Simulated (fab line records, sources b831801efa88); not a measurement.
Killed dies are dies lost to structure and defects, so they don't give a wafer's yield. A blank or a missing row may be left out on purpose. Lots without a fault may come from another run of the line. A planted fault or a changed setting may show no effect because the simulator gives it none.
Tool commonality check | flow sky130 | 11 lots, 33 wafers sampled

WHY IT WAS OPENED
At SKY_VIA4_BOW_MEAS_03 the reading VIA4_BOW is flagged on 3 of 11 lots. Wafers without a fault read 80 um, standard deviation 8.9.
Rule: a lot is flagged when every wafer of it that has a number lies more than 4 standard deviations from that mean, or none has a number. The other lots count as sound.

lot  | measured     | on            | VIA4_BOW (um), wafer by wafer | flag
L159 | day 42 06:45 | film_metro-01 | 67 73 90                      |
L163 | day 42 16:37 | film_metro-03 | 141 134 129                   | FLAGGED
L164 | day 43 09:11 | film_metro-03 | 117 135 132                   | FLAGGED
L165 | day 43 13:47 | film_metro-02 | 148 137 135                   | FLAGGED
L170 | day 45 10:37 | film_metro-01 | 76 72 77                      |
L172 | day 45 16:04 | film_metro-01 | 88 90 92                      |
L175 | day 46 07:11 | film_metro-01 | 78 99 86                      |
L176 | day 46 10:22 | film_metro-02 | 72 73 83                      |
L177 | day 46 17:42 | film_metro-01 | 61 72 69                      |
L178 | day 46 20:17 | film_metro-03 | 91 73 90                      |
L181 | day 47 12:25 | film_metro-01 | 86 90 86                      |
The numbers of the flagged lots are 134 um on average: +54 um against the usual, or +6 standard deviations.

WHICH TOOL RAN EACH LOT
The record holds 2 process steps before the reading, out of a route of 708 steps. In each cell: the tool, then ch and the chambers that the sampled wafers went through, then the start.
lot  | flag    | SKY_METAL4_SPUTTER_01        | SKY_VIA4_CMP_02
L159 |         | pvd_sputter-02, day 40 03:46 | cmp-02 ch 0,1,3, day 42 06:27
L163 | FLAGGED | pvd_sputter-03, day 40 15:44 | cmp-01 ch 0,1,3, day 42 16:17
L164 | FLAGGED | pvd_sputter-03, day 41 07:53 | cmp-02 ch 0,1,3, day 43 08:56
L165 | FLAGGED | pvd_sputter-02, day 41 12:22 | cmp-01 ch 0,1,2, day 43 13:28
L170 |         | pvd_sputter-02, day 43 12:37 | cmp-02 ch 0,1,3, day 45 10:21
L172 |         | pvd_sputter-02, day 43 18:15 | cmp-01 ch 0,1,3, day 45 15:45
L175 |         | pvd_sputter-02, day 44 10:09 | cmp-02 ch 1,2,3, day 46 06:59
L176 |         | pvd_sputter-03, day 44 12:54 | cmp-02 ch 2,3, day 46 10:02
L177 |         | pvd_sputter-03, day 44 20:19 | cmp-02 ch 1,2,3, day 46 17:25
L178 |         | pvd_sputter-02, day 45 00:16 | cmp-02 ch 0,3, day 46 20:01
L181 |         | pvd_sputter-02, day 45 17:08 | cmp-01 ch 0,1,3, day 47 12:07
What these steps do:
- SKY_METAL4_SPUTTER_01: material TiN, target thk 20 nm, time 16.7 s.
- SKY_VIA4_CMP_02: polishes SiO2.
- SKY_VIA4_BOW_MEAS_03

FLAGGED OVER TOTAL, TOOL BY TOOL (the gauges that took the reading come last)
step                  | tool           | lots run | flagged | share of the flagged lots | sound lots run after its first flagged lot
SKY_METAL4_SPUTTER_01 | pvd_sputter-02 | 7        | 1       | some                      | 5 (L170,L172,L175,L178,L181)
SKY_METAL4_SPUTTER_01 | pvd_sputter-03 | 4        | 2       | some                      | 2 (L176,L177)
SKY_VIA4_CMP_02       | cmp-01         | 4        | 2       | some                      | 2 (L172,L181)
SKY_VIA4_CMP_02       | cmp-02         | 7        | 1       | some                      | 5 (L170,L175,L176,L177,L178)
SKY_VIA4_BOW_MEAS_03  | film_metro-01  | 6        | 0       | none                      | -
SKY_VIA4_BOW_MEAS_03  | film_metro-02  | 2        | 1       | some                      | 1 (L176)
SKY_VIA4_BOW_MEAS_03  | film_metro-03  | 3        | 2       | some                      | 1 (L178)

WHAT THE TABLE ALLOWS
No row of the table ran every flagged lot.

WHAT THE SIMULATOR HAD PUT IN
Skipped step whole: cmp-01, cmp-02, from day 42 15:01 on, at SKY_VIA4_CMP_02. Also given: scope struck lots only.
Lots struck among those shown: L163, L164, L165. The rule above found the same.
